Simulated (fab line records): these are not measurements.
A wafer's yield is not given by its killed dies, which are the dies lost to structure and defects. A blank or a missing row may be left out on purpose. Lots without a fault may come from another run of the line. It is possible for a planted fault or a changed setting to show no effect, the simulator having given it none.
fab line records -- flow sky130
[record] lots = 5, wafers = 15, last_day = 50
route steps=708 shown CAP2M@611 METAL4@621
lots with no fault: from the same line, run without faults
start_h: start of the lot's first displayed wafer, in hours after the record's first day -- wait_h: how many hours have passed since the lot's step before this one -- " unchanged from the row above -- L1.1+2: a row that stands for several wafers -- - no value present, or no start provided -- * or withheld: withheld -- < > ~ a bound
route shown NAME@n: names a module that has steps shown in the file, with the first one's number in the route -- usual: the fault-free wafers' mean and standard deviation -- same: alike in all rows -- chamber/n: place in a boat -- sites: the reading at each site -- _std_site: standard deviation of those values -- _edge_site: outer sites' mean less inner sites' -- radius_mm: how far each site lies from the wafer's centre -- mask NAME#n: copy n -- behind: the most recent tool/chamber to have shaped the wafer -- hold: what put the lot on hold/how long, in hours/how the hold closed -- device: names the non-switching transistor (n, p or np) -- end of line: at the end of the route, the tests of the same wafers -- a step given without rows: its recipe and nothing more -- killed: dies that structure and defects cost at the first sort, which is not the same as the wafer's yield -- map: the dies of a wafer, with x for killed, . for not killed, _ for no die there
set.NAME: the setting as run; set.NAME@STEP: as run at that earlier step -- model.NAME: the simulator's own value behind a step, which no gauge read
lots seen at some steps along the route; tables by step, rows by wafer
services: a tool's chamber out of use, with start hour (start_h, from the record's first day; less than 0 if before it), hours out, and reason
[[steps]]
[step SKY_CAP2M_SOFTBAKE_08]
[recipe] temp_c = 90, time_s = 60, resist = NOVOLAK
lot.wafer,tool,chamber,start_h,wait_h
L082.1+3+5,litho_track-04,0,997.82,0.1
L083.1+2+4,litho_track-02,0,1005.30,0.1
L088.1+5+6,litho_track-02,0,1038.70,0.1
L094.1+2+4,litho_track-01,0,1077.14,0.1
L096.3+5+6,litho_track-02,0,1094.30,0.1
[step SKY_CAP2M_EXPOSE_09]
[recipe] mask_id = CAP2M, na = 0.6, source_shape = conventional, sigma_outer = 0.6, polarization = unpolarized, target_cd_nm = 1000, dose_mj = 159
[usual] focus_offset_nm = 0.1/0.53
lot.wafer,tool,chamber,start_h,wait_h,mask,focus_offset_nm
L082.1,iline_stepper-01,0,-,-,CAP2M#0,0.1
L082.3,iline_stepper-01,0,-,-,CAP2M#0,0.3
L082.5,iline_stepper-01,0,-,-,CAP2M#0,1.0
L083.1,iline_stepper-02,0,-,-,CAP2M#0,-0.6
L083.2,iline_stepper-02,0,-,-,CAP2M#0,-0.9
L083.4,iline_stepper-02,0,-,-,CAP2M#0,-0.1
L088.1,iline_stepper-02,0,-,-,CAP2M#0,-0.4
L088.5,iline_stepper-02,0,-,-,CAP2M#0,0.5
L088.6,iline_stepper-02,0,-,-,CAP2M#0,0.7
L094.1,iline_stepper-01,0,-,-,CAP2M#0,-0.5
L094.2,iline_stepper-01,0,-,-,CAP2M#0,-0.2
L094.4,iline_stepper-01,0,-,-,CAP2M#0,-0.4
L096.3,iline_stepper-02,0,-,-,CAP2M#0,-0.3
L096.5,iline_stepper-02,0,-,-,CAP2M#0,-0.1
L096.6,iline_stepper-02,0,-,-,CAP2M#0,0.2
[step SKY_CAP2M_PEB_10]
[recipe] temp_c = withheld, time_s = *, resist = NOVOLAK
lot.wafer,tool,chamber,start_h,wait_h
L082.1+3+5,litho_track-02,0,-,-
L083.1+2+4,litho_track-02,0,-,-
L088.1+5+6,litho_track-02,0,-,-
L094.1+2+4,litho_track-04,0,-,-
L096.3+5+6,litho_track-02,0,-,-
[step SKY_CAP2M_DEVELOP_11]
[recipe] resist = NOVOLAK, developer = TMAH, develop_time_s = 60, dev_temp_c = 23
lot.wafer,tool,chamber,start_h,wait_h
L082.1+3+5,litho_track-02,0,1009.60,0.1
L083.1+2+4,litho_track-02,0,1016.40,0.1
L088.1+5+6,litho_track-02,0,1049.15,0.1
L094.1+2+4,litho_track-04,0,1086.82,0.1
L096.3+5+6,litho_track-02,0,1104.40,0.1
[step SKY_CAP2M_OVL_MEAS_12]
[usual] CAP2M_OVL = 0.4/1.6
lot.wafer,tool,chamber,start_h,wait_h,CAP2M_OVL[nm]
L082.1,overlay-02,-,1009.75,0.1,-0.1
L082.3,overlay-02,-,1009.75,0.1,-0.4
L082.5,overlay-02,-,1009.75,0.1,-3.0
L083.1,overlay-02,-,1016.55,0.1,-0.4
L083.2,overlay-02,-,1016.55,0.1,-2.3
L083.4,overlay-02,-,1016.55,0.1,-0.1
L088.1,overlay-01,-,1049.30,0.1,-1.5
L088.5,overlay-01,-,1049.30,0.1,-0.3
L088.6,overlay-01,-,1049.30,0.1,-0.7
L094.1,overlay-02,-,1086.97,0.1,-0.6
L094.2,overlay-02,-,1086.97,0.1,0.6
L094.4,overlay-02,-,1086.97,0.1,1.8
L096.3,overlay-01,-,1104.51,0.1,1.5
L096.5,overlay-01,-,1104.51,0.1,0.7
L096.6,overlay-01,-,1104.51,0.1,3.5
[step SKY_CAP2M_METAL_ETCH_13]
[recipe] target_depth_nm = 220, stop_on = SiO2, chemistry = Cl2/BCl3, target = TiN, pressure_mtorr = 10, icp_w = 900, bias_w = 48.5, Cl2_flow_sccm = 60, bcl3_flow_sccm = 30, time_s = 62.9
[usual] drypump_motor_current_A = 5.5/0.44, oes_product_au = 0.942/0.0074, throttle_valve_pct = 21.902/0.0091
lot.wafer,tool,chamber,start_h,wait_h,drypump_motor_current_A,oes_product_au,rf_hours_counter_h,throttle_valve_pct
L082.1,rie_metal-03,0,1009.78,0.0,6.2,0.942,11,21.900
L082.3,rie_metal-03,1,1009.78,0.0,5.0,0.938,-,21.905
L082.5,rie_metal-03,0,1009.78,0.0,6.2,0.947,-,21.909
L083.1,rie_metal-03,0,1016.58,0.0,6.3,0.943,11,21.899
L083.2,rie_metal-03,1,1016.58,0.0,5.0,0.942,14,21.908
L083.4,rie_metal-03,1,1016.58,0.0,5.0,0.943,-,21.910
L088.1,rie_metal-01,0,1049.33,0.0,5.4,0.964,14,21.881
L088.5,rie_metal-01,1,1049.33,0.0,5.3,0.950,-,21.909
L088.6,rie_metal-01,0,1049.33,0.0,5.4,0.953,-,21.899
L094.1,rie_metal-02,0,1087.01,0.0,5.0,0.937,16,21.908
L094.2,rie_metal-02,1,1087.01,0.0,5.8,0.944,18,21.897
L094.4,rie_metal-02,0,1087.01,0.0,5.0,0.952,-,21.902
L096.3,rie_metal-03,0,1104.56,0.0,6.2,0.947,-,21.895
L096.5,rie_metal-03,1,1104.56,0.0,5.0,0.948,-,21.898
L096.6,rie_metal-03,0,1104.56,0.0,6.2,0.939,-,21.915
[step SKY_CAP2M_STRIP_14]
[recipe] chemistry = O2/N2, power_w = 1400, pressure_mtorr = 1500, platen_temp_c = withheld, o2_flow_sccm = 3000, n2_flow_sccm = 300, overash_fraction = 0.5
[usual] drypump_motor_current_A = 5.9/0.54, oes_product_au = 0.710/0.0043, strip_time_to_endpoint_s = 12.65/0.043
lot.wafer,tool,chamber,start_h,wait_h,drypump_motor_current_A,oes_product_au,rf_hours_counter_h,strip_time_to_endpoint_s
L082.1,plasma_asher-01,0,1009.86,0.1,4.9,0.711,57,12.61
L082.3,plasma_asher-01,0,1009.86,0.1,4.9,0.708,-,12.63
L082.5,plasma_asher-01,0,1009.86,0.1,4.9,0.711,-,12.62
L083.1,plasma_asher-02,0,1016.66,0.1,5.9,0.701,88,12.58
L083.2,plasma_asher-02,1,1016.66,0.1,5.5,0.713,88,12.57
L083.4,plasma_asher-02,0,1016.66,0.1,5.9,0.716,-,12.56
L088.1,plasma_asher-04,0,1049.41,0.1,6.6,0.707,125,12.62
L088.5,plasma_asher-04,0,1049.41,0.1,6.6,0.712,-,12.68
L088.6,plasma_asher-04,1,1049.41,0.1,5.8,0.713,-,12.67
L094.1,plasma_asher-02,1,1087.08,0.1,5.5,0.706,95,12.69
L094.2,plasma_asher-02,0,1087.08,0.1,5.9,0.716,95,12.68
L094.4,plasma_asher-02,1,1087.08,0.1,5.5,0.714,-,12.63
L096.3,plasma_asher-04,1,1104.64,0.1,5.8,0.716,-,12.64
L096.5,plasma_asher-04,0,1104.64,0.1,6.6,0.710,-,12.64
L096.6,plasma_asher-04,1,1104.64,0.1,5.8,0.710,-,12.65
[step SKY_CAP2M_STRIP_15]
[recipe] chemistry = post_etch_residue_remover, time_s = 1200, temp_c = 72.5
[usual] bath_heat_duty_pct = 13.9/1.5
lot.wafer,tool,chamber,start_h,wait_h,bath_heat_duty_pct
L082.1,wet_bench-03,2,1009.96,0.1,15.1
L082.3,wet_bench-03,2,1009.96,0.1,15.7
L082.5,wet_bench-03,2,1009.96,0.1,16.5
L083.1,wet_bench-01,3,1016.76,0.1,11.7
L083.2,wet_bench-01,3,1016.76,0.1,12.0
L083.4,wet_bench-01,3,1016.76,0.1,10.9
L088.1,wet_bench-03,3,1049.51,0.1,14.7
L088.5,wet_bench-03,3,1049.51,0.1,13.7
L088.6,wet_bench-03,3,1049.51,0.1,12.4
L094.1,wet_bench-04,1,1087.18,0.1,12.3
L094.2,wet_bench-04,1,1087.18,0.1,11.5
L094.4,wet_bench-04,1,1087.18,0.1,11.0
L096.3,wet_bench-01,1,1104.71,0.0,16.6
L096.5,wet_bench-01,1,1104.71,0.0,17.6
L096.6,wet_bench-01,1,1104.71,0.0,16.0
[step SKY_CAP2M_CLEAN_16]
[recipe] chemistry = IPA, time_s = 180, temp_c = 25
[usual] bath_heat_duty_pct = 6.0/0.83
lot.wafer,tool,chamber,start_h,wait_h,bath_heat_duty_pct
L082.1,wet_bench-01,0,1010.30,0.0,6.8
L082.3,wet_bench-01,0,1010.30,0.0,5.7
L082.5,wet_bench-01,0,1010.30,0.0,6.6
L083.1,wet_bench-04,0,1017.10,0.0,6.2
L083.2,wet_bench-04,0,1017.10,0.0,6.3
L083.4,wet_bench-04,0,1017.10,0.0,6.9
L088.1,wet_bench-04,0,1050.19,0.0,6.9
L088.5,wet_bench-04,0,1050.19,0.0,6.1
L088.6,wet_bench-04,0,1050.19,0.0,6.3
L094.1,wet_bench-04,0,1087.52,0.0,6.5
L094.2,wet_bench-04,0,1087.52,0.0,6.6
L094.4,wet_bench-04,0,1087.52,0.0,6.3
L096.3,wet_bench-03,2,1105.08,0.0,6.9
L096.5,wet_bench-03,2,1105.08,0.0,7.2
L096.6,wet_bench-03,2,1105.08,0.0,6.3
[step SKY_CAP2M_CLEAN_17]
[recipe] chemistry = O3/DIW, dry = n2_spin
lot.wafer,tool,chamber,start_h,wait_h
L082.1+3+5,wet_bench-03,3,1010.36,0.0
L083.1+2+4,wet_bench-03,1,1017.16,0.0
L088.1+5+6,wet_bench-03,0,1050.25,0.0
L094.1+2+4,wet_bench-01,3,1087.61,0.0
L096.3+5+6,wet_bench-01,3,1105.15,0.0
[step SKY_METAL4_DEHYDRATE_05]
[recipe] temp_c = 200, time_s = 60
lot.wafer,tool,chamber,start_h,wait_h
L082.1+3+5,litho_track-01,0,1020.99,10.5
L083.1+2+4,litho_track-03,0,1028.40,11.1
L088.1+5+6,litho_track-01,0,1060.14,9.7
L094.1+2+4,litho_track-02,0,1097.55,9.8
L096.3+5+6,litho_track-02,0,1114.15,8.9
[step SKY_METAL4_HMDS_06]
[recipe] prime_time_s = 60, prime_temp_c = 120
lot.wafer,tool,chamber,start_h,wait_h
L082.1+3+5,litho_track-01,0,1021.14,0.1
L083.1+2+4,litho_track-03,0,1028.55,0.1
L088.1+5+6,litho_track-01,0,1060.29,0.1
L094.1+2+4,litho_track-02,0,1097.70,0.1
L096.3+5+6,litho_track-02,0,1114.30,0.1
[step SKY_METAL4_COAT_07]
[recipe] resist = BARC, temp_c = withheld, time_s = withheld, spin_rpm = 3000, resist_thk_nm = 60
lot.wafer,tool,chamber,start_h,wait_h
L082.1+3+5,litho_track-01,0,1021.29,0.1
L083.1+2+4,litho_track-03,0,1028.70,0.1
L088.1+5+6,litho_track-01,0,1060.44,0.1
L094.1+2+4,litho_track-02,0,1097.85,0.1
L096.3+5+6,litho_track-02,0,1114.45,0.1
[step SKY_METAL4_COAT_08]
[recipe] resist = KrF-thick, spin_rpm = 3000, resist_thk_nm = 1140
lot.wafer,tool,chamber,start_h,wait_h
L082.1+3+5,litho_track-01,0,-,-
L083.1+2+4,litho_track-03,0,-,-
L088.1+5+6,litho_track-01,0,-,-
L094.1+2+4,litho_track-02,0,-,-
L096.3+5+6,litho_track-02,0,-,-
[step SKY_METAL4_SOFTBAKE_09]
[recipe] temp_c = 100, time_s = 90, resist = KrF-thick
lot.wafer,tool,chamber,start_h,wait_h
L082.1+3+5,litho_track-01,0,-,-
L083.1+2+4,litho_track-03,0,-,-
L088.1+5+6,litho_track-01,0,-,-
L094.1+2+4,litho_track-02,0,-,-
L096.3+5+6,litho_track-02,0,-,-
[step SKY_METAL4_EXPOSE_10]
[recipe] mask_id = MM4, na = 0.68, source_shape = annular, sigma_inner = 0.4, sigma_outer = 0.8, target_cd_nm = 300, dose_mj = 28
[usual] focus_offset_nm = 0.0/0.46
lot.wafer,tool,chamber,start_h,wait_h,mask,focus_offset_nm
L082.1,krf_scanner-02,0,-,-,MM4#0,0.1
L082.3,krf_scanner-02,0,-,-,MM4#0,0.6
L082.5,krf_scanner-02,0,-,-,MM4#0,-0.6
L083.1,krf_scanner-02,0,-,-,MM4#0,-0.1
L083.2,krf_scanner-02,0,-,-,MM4#0,0.0
L083.4,krf_scanner-02,0,-,-,MM4#0,-0.6
L088.1,krf_scanner-01,0,-,-,MM4#0,0.4
L088.5,krf_scanner-01,0,-,-,MM4#0,0.9
L088.6,krf_scanner-01,0,-,-,MM4#0,0.2
L094.1,krf_scanner-01,0,-,-,MM4#0,1.0
L094.2,krf_scanner-01,0,-,-,MM4#0,0.3
L094.4,krf_scanner-01,0,-,-,MM4#0,0.3
L096.3,krf_scanner-02,0,-,-,MM4#0,0.0
L096.5,krf_scanner-02,0,-,-,MM4#0,-0.1
L096.6,krf_scanner-02,0,-,-,MM4#0,0.1
[step SKY_METAL4_PEB_11]
[recipe] peb_temp_c = withheld, peb_time_s = withheld, resist = KrF-thick
lot.wafer,tool,chamber,start_h,wait_h
L082.1+3+5,litho_track-01,0,-,-
L083.1+2+4,litho_track-02,0,-,-
L088.1+5+6,litho_track-02,0,-,-
L094.1+2+4,litho_track-03,0,-,-
L096.3+5+6,litho_track-03,0,-,-
[step SKY_METAL4_DEVELOP_12]
[recipe] develop_time_s = 60, resist = KrF-thick, dev_temp_c = 21
lot.wafer,tool,chamber,start_h,wait_h
L082.1+3+5,litho_track-01,0,-,-
L083.1+2+4,litho_track-02,0,-,-
L088.1+5+6,litho_track-02,0,-,-
L094.1+2+4,litho_track-03,0,-,-
L096.3+5+6,litho_track-03,0,-,-
[step SKY_METAL4_CD_MEAS_13]
[recipe] target_cd_nm = 300
[usual] cd_nm = 300.4/1.4
lot.wafer,tool,chamber,start_h,wait_h,cd_nm
L082.1,cd_sem-02,-,1033.19,-,300.0
L082.3,cd_sem-02,-,1033.19,-,301.2
L082.5,cd_sem-02,-,1033.19,-,300.3
L083.1,cd_sem-01,-,1039.20,-,301.6
L083.2,cd_sem-01,-,1039.20,-,302.4
L083.4,cd_sem-01,-,1039.20,-,301.4
L088.1,cd_sem-01,-,1071.60,-,297.3
L088.5,cd_sem-01,-,1071.60,-,300.1
L088.6,cd_sem-01,-,1071.60,-,299.3
L094.1,cd_sem-02,-,1108.10,-,301.5
L094.2,cd_sem-02,-,1108.10,-,300.7
L094.4,cd_sem-02,-,1108.10,-,301.5
L096.3,cd_sem-02,-,1124.64,-,299.9
L096.5,cd_sem-02,-,1124.64,-,302.3
L096.6,cd_sem-02,-,1124.64,-,299.9
[step SKY_METAL4_OVL_MEAS_14]
[usual] METAL4_OVL = -3/6.1
lot.wafer,tool,chamber,start_h,wait_h,METAL4_OVL[nm]
L082.1,overlay-01,-,1033.31,0.1,-2
L082.3,overlay-01,-,1033.31,0.1,-4
L082.5,overlay-01,-,1033.31,0.1,-3
L083.1,overlay-02,-,1039.32,0.1,-4
L083.2,overlay-02,-,1039.32,0.1,-6
L083.4,overlay-02,-,1039.32,0.1,1
L088.1,overlay-01,-,1071.72,0.1,5
L088.5,overlay-01,-,1071.72,0.1,2
L088.6,overlay-01,-,1071.72,0.1,2
L094.1,overlay-02,-,1108.22,0.1,6
L094.2,overlay-02,-,1108.22,0.1,-1
L094.4,overlay-02,-,1108.22,0.1,-2
L096.3,overlay-01,-,1124.73,0.1,-3
L096.5,overlay-01,-,1124.73,0.1,0
L096.6,overlay-01,-,1124.73,0.1,-8
[step SKY_METAL4_DESCUM_15]
[recipe] chemistry = O2, source_power_w = 150, bias_power_w = 0, pressure_mtorr = 10, temp_c = 40, time_s = 8
[usual] drypump_motor_current_A = 5.7/0.59, oes_product_au = 1.001/0.0095
lot.wafer,tool,chamber,start_h,wait_h,drypump_motor_current_A,oes_product_au,rf_hours_counter_h
L082.1,rie_metal-02,0,1033.35,0.0,5.0,0.988,13
L082.3,rie_metal-02,1,1033.35,0.0,5.9,1.008,-
L082.5,rie_metal-02,0,1033.35,0.0,4.9,0.988,-
L083.1,rie_metal-02,1,1039.35,0.0,5.9,0.998,15
L083.2,rie_metal-02,0,1039.35,0.0,4.9,0.979,14
L083.4,rie_metal-02,1,1039.35,0.0,5.8,1.000,-
L088.1,rie_metal-03,1,1071.75,0.0,5.0,1.009,18
L088.5,rie_metal-03,0,1071.75,0.0,6.2,0.998,-
L088.6,rie_metal-03,1,1071.75,0.0,5.0,1.014,-
L094.1,rie_metal-04,0,1108.25,0.0,6.5,0.993,22
L094.2,rie_metal-04,1,1108.25,0.0,5.6,1.001,5
L094.4,rie_metal-04,0,1108.25,0.0,6.5,0.991,-
L096.3,rie_metal-03,1,1124.77,0.0,5.0,1.016,-
L096.5,rie_metal-03,0,1124.77,0.0,6.2,0.998,-
L096.6,rie_metal-03,1,1124.77,0.0,5.0,1.008,-
[step SKY_METAL4_ETCH_16]
[recipe] chemistry = N2/H2, target = BARC, ion_energy_ev = 200, bias_w = 100, pressure_mtorr = 30, n2_flow_sccm = 100, h2_flow_sccm = 200, icp_w = 500, stop_on = SiO2, time_s = 88.2, target_depth_a = 600
[usual] drypump_motor_current_A = 5.7/0.59, oes_product_au = 0.626/0.0049, throttle_valve_pct = 13.205/0.0086
lot.wafer,tool,chamber,start_h,wait_h,drypump_motor_current_A,oes_product_au,rf_hours_counter_h,throttle_valve_pct
L082.1,rie_metal-02,0,1033.38,0.0,5.0,0.629,13,13.208
L082.3,rie_metal-02,1,1033.38,0.0,5.9,0.622,-,13.191
L082.5,rie_metal-02,0,1033.38,0.0,5.0,0.622,-,13.206
L083.1,rie_metal-02,1,1039.38,0.0,5.9,0.626,15,13.215
L083.2,rie_metal-02,0,1039.38,0.0,5.0,0.629,14,13.197
L083.4,rie_metal-02,1,1039.38,0.0,5.9,0.623,-,13.193
L088.1,rie_metal-03,1,1071.78,0.0,5.0,0.627,18,13.208
L088.5,rie_metal-03,0,1071.78,0.0,6.2,0.625,-,13.213
L088.6,rie_metal-03,1,1071.78,0.0,5.0,0.629,-,13.214
L094.1,rie_metal-04,0,1108.29,0.0,6.5,0.626,22,13.199
L094.2,rie_metal-04,1,1108.29,0.0,5.6,0.634,5,13.220
L094.4,rie_metal-04,0,1108.29,0.0,6.5,0.632,-,13.205
L096.3,rie_metal-03,1,1124.82,0.0,5.0,0.624,-,13.202
L096.5,rie_metal-03,0,1124.82,0.0,6.2,0.616,-,13.207
L096.6,rie_metal-03,1,1124.82,0.0,5.0,0.621,-,13.203
[step SKY_METAL4_ETCH_17]
[recipe] target = SiO2, stop_on = TiN, chemistry = C4F8/O2/Ar, source_w = 1500, bias_w = 1200, pressure_mtorr = 40, c4f8_flow_sccm = withheld, O2_flow_sccm = 6, Ar_flow_sccm = 300, time_s = 3.9, target_depth_a = 150
[usual] oes_product_au = 0.753/0.0068
lot.wafer,tool,chamber,start_h,wait_h,oes_product_au,rf_hours_counter_h
L082.1,rie_diel-03,3,1033.48,0.1,0.752,21
L082.3,rie_diel-03,1,1033.48,0.1,0.746,18
L082.5,rie_diel-03,0,1033.48,0.1,0.742,-
L083.1,rie_diel-02,1,1039.48,0.1,0.749,20
L083.2,rie_diel-02,0,1039.48,0.1,0.759,12
L083.4,rie_diel-02,2,1039.48,0.1,0.759,20
L088.1,rie_diel-01,1,1071.88,0.1,0.756,2
L088.5,rie_diel-01,1,1071.88,0.1,0.763,-
L088.6,rie_diel-01,0,1071.88,0.1,0.753,-
L094.1,rie_diel-03,0,1108.38,0.1,0.755,16
L094.2,rie_diel-03,3,1108.38,0.1,0.749,24
L094.4,rie_diel-03,1,1108.38,0.1,0.767,21
L096.3,rie_diel-01,0,1124.88,0.0,0.751,17
L096.5,rie_diel-01,3,1124.88,0.0,0.760,-
L096.6,rie_diel-01,2,1124.88,0.0,0.759,-
[step SKY_METAL4_METAL_ETCH_18]
[recipe] target_depth_a = 8450, stop_on = SiO2, over_etch_frac = 0.3, time_s = 183.1, chemistry = Cl2/BCl3, resist_sidewall_deg = 88, pressure_mtorr = 10, icp_w = 900, bias_w = 48.5, Cl2_flow_sccm = 60, bcl3_flow_sccm = 30
[usual] drypump_motor_current_A = 5.7/0.57, oes_product_au = 0.866/0.0066, throttle_valve_pct = 22.263/0.0097
lot.wafer,tool,chamber,start_h,wait_h,drypump_motor_current_A,oes_product_au,rf_hours_counter_h,throttle_valve_pct
L082.1,rie_metal-03,0,1033.49,0.0,6.2,0.882,13,22.276
L082.3,rie_metal-03,0,1033.49,0.0,6.2,0.867,-,22.261
L082.5,rie_metal-03,1,1033.49,0.0,5.1,0.881,-,22.262
L083.1,rie_metal-04,0,1039.50,0.0,6.5,0.859,17,22.253
L083.2,rie_metal-04,1,1039.50,0.0,5.6,0.877,0,22.252
L083.4,rie_metal-04,1,1039.50,0.0,5.6,0.872,-,22.262
L088.1,rie_metal-04,1,1071.90,0.0,5.6,0.869,2,22.270
L088.5,rie_metal-04,0,1071.90,0.0,6.5,0.863,-,22.246
L088.6,rie_metal-04,1,1071.90,0.0,5.6,0.862,-,22.267
L094.1,rie_metal-02,0,1108.40,0.0,4.9,0.872,18,22.261
L094.2,rie_metal-02,1,1108.40,0.0,5.9,0.858,19,22.249
L094.4,rie_metal-02,0,1108.40,0.0,5.0,0.862,-,22.262
L096.3,rie_metal-04,0,1124.96,0.1,6.5,0.876,-,22.251
L096.5,rie_metal-04,0,1124.96,0.1,6.5,0.878,-,22.266
L096.6,rie_metal-04,1,1124.96,0.1,5.6,0.877,-,22.264
[step SKY_METAL4_STRIP_19]
[recipe] chemistry = O2/N2, power_w = 1400, pressure_mtorr = 1500, platen_temp_c = withheld, o2_flow_sccm = 3000, n2_flow_sccm = 300, overash_fraction = 0.5
[usual] drypump_motor_current_A = 5.9/0.58, oes_product_au = 0.502/0.0055, strip_time_to_endpoint_s = 6.54/0.085
lot.wafer,tool,chamber,start_h,wait_h,drypump_motor_current_A,oes_product_au,rf_hours_counter_h,strip_time_to_endpoint_s
L082.1,plasma_asher-01,0,1033.67,0.1,4.9,0.495,59,6.45
L082.3,plasma_asher-01,1,1033.67,0.1,6.2,0.499,-,6.48
L082.5,plasma_asher-01,1,1033.67,0.1,6.3,0.498,-,6.32
L083.1,plasma_asher-03,0,1039.68,0.1,6.3,0.501,28,6.44
L083.2,plasma_asher-03,1,1039.68,0.1,5.7,0.496,28,6.49
L083.4,plasma_asher-03,1,1039.68,0.1,5.7,0.504,-,6.52
L088.1,plasma_asher-04,1,1072.08,0.1,5.7,0.504,1,6.55
L088.5,plasma_asher-04,1,1072.08,0.1,5.8,0.501,-,6.48
L088.6,plasma_asher-04,0,1072.08,0.1,6.6,0.503,-,6.59
L094.1,plasma_asher-03,1,1108.58,0.1,5.7,0.503,35,6.67
L094.2,plasma_asher-03,0,1108.58,0.1,6.3,0.503,35,6.64
L094.4,plasma_asher-03,0,1108.58,0.1,6.3,0.515,-,6.69
L096.3,plasma_asher-04,1,1125.11,0.1,5.8,0.501,-,6.50
L096.5,plasma_asher-04,0,1125.11,0.1,6.6,0.506,-,6.54
L096.6,plasma_asher-04,1,1125.11,0.1,5.8,0.497,-,6.57
[step SKY_METAL4_STRIP_20]
[recipe] chemistry = post_etch_residue_remover, time_s = 1200, temp_c = 72.5
[usual] bath_heat_duty_pct = 13.4/1.5
lot.wafer,tool,chamber,start_h,wait_h,bath_heat_duty_pct
L082.1,wet_bench-02,3,1033.77,0.1,13.7
L082.3,wet_bench-02,3,1033.77,0.1,12.9
L082.5,wet_bench-02,3,1033.77,0.1,12.8
L083.1,wet_bench-02,0,1039.78,0.1,12.3
L083.2,wet_bench-02,0,1039.78,0.1,12.7
L083.4,wet_bench-02,0,1039.78,0.1,11.8
L088.1,wet_bench-04,1,1072.18,0.1,10.9
L088.5,wet_bench-04,1,1072.18,0.1,11.3
L088.6,wet_bench-04,1,1072.18,0.1,11.6
L094.1,wet_bench-02,0,1108.68,0.1,12.6
L094.2,wet_bench-02,0,1108.68,0.1,12.3
L094.4,wet_bench-02,0,1108.68,0.1,12.0
L096.3,wet_bench-02,1,1125.18,0.0,13.8
L096.5,wet_bench-02,1,1125.18,0.0,14.0
L096.6,wet_bench-02,1,1125.18,0.0,13.6
[step SKY_METAL4_CLEAN_21]
[recipe] chemistry = IPA, time_s = 180, temp_c = 25
[usual] bath_heat_duty_pct = 5.9/0.66
lot.wafer,tool,chamber,start_h,wait_h,bath_heat_duty_pct
L082.1,wet_bench-01,2,1034.11,0.0,5.4
L082.3,wet_bench-01,2,1034.11,0.0,5.3
L082.5,wet_bench-01,2,1034.11,0.0,5.0
L083.1,wet_bench-04,3,1040.12,0.0,6.0
L083.2,wet_bench-04,3,1040.12,0.0,5.9
L083.4,wet_bench-04,3,1040.12,0.0,6.4
L088.1,wet_bench-02,3,1072.52,0.0,5.3
L088.5,wet_bench-02,3,1072.52,0.0,5.6
L088.6,wet_bench-02,3,1072.52,0.0,6.0
L094.1,wet_bench-02,2,1109.02,0.0,6.1
L094.2,wet_bench-02,2,1109.02,0.0,6.9
L094.4,wet_bench-02,2,1109.02,0.0,6.5
L096.3,wet_bench-02,2,1125.52,0.0,6.2
L096.5,wet_bench-02,2,1125.52,0.0,7.0
L096.6,wet_bench-02,2,1125.52,0.0,6.5
[[services]]
tool,chamber,start_h,hours,kind
rie_diel-01,1,976.15,41.3,repair
rie_metal-03,0,981.20,4.2,repair
wet_bench-04,-,995.81,1.9,pm
plasma_asher-03,-,996.09,14.6,pm
krf_scanner-01,-,1006.46,1.0,pm
krf_scanner-01,-,1007.46,1.3,pm
wet_bench-01,-,1007.63,1.9,pm
krf_scanner-02,-,1008.81,4.0,pm
krf_scanner-01,-,1012.84,4.4,pm
rie_diel-01,2,1013.27,9.7,repair
wet_bench-04,-,1013.53,3.5,repair
krf_scanner-02,-,1017.21,4.4,pm
rie_metal-04,-,1019.53,14.6,pm
krf_scanner-02,-,1028.19,1.0,pm
plasma_asher-04,-,1053.14,1.4,repair
iline_stepper-02,-,1053.17,1.7,pm
plasma_asher-04,-,1055.25,9.0,pm
iline_stepper-02,-,1057.49,0.8,pm
plasma_asher-04,-,1075.68,1.8,repair
krf_scanner-02,-,1084.81,0.6,repair
krf_scanner-02,-,1091.53,0.8,pm
krf_scanner-02,-,1093.69,1.3,pm
krf_scanner-02,-,1094.99,7.2,pm
rie_metal-04,-,1114.41,2.8,pm
[[key]]
fault none
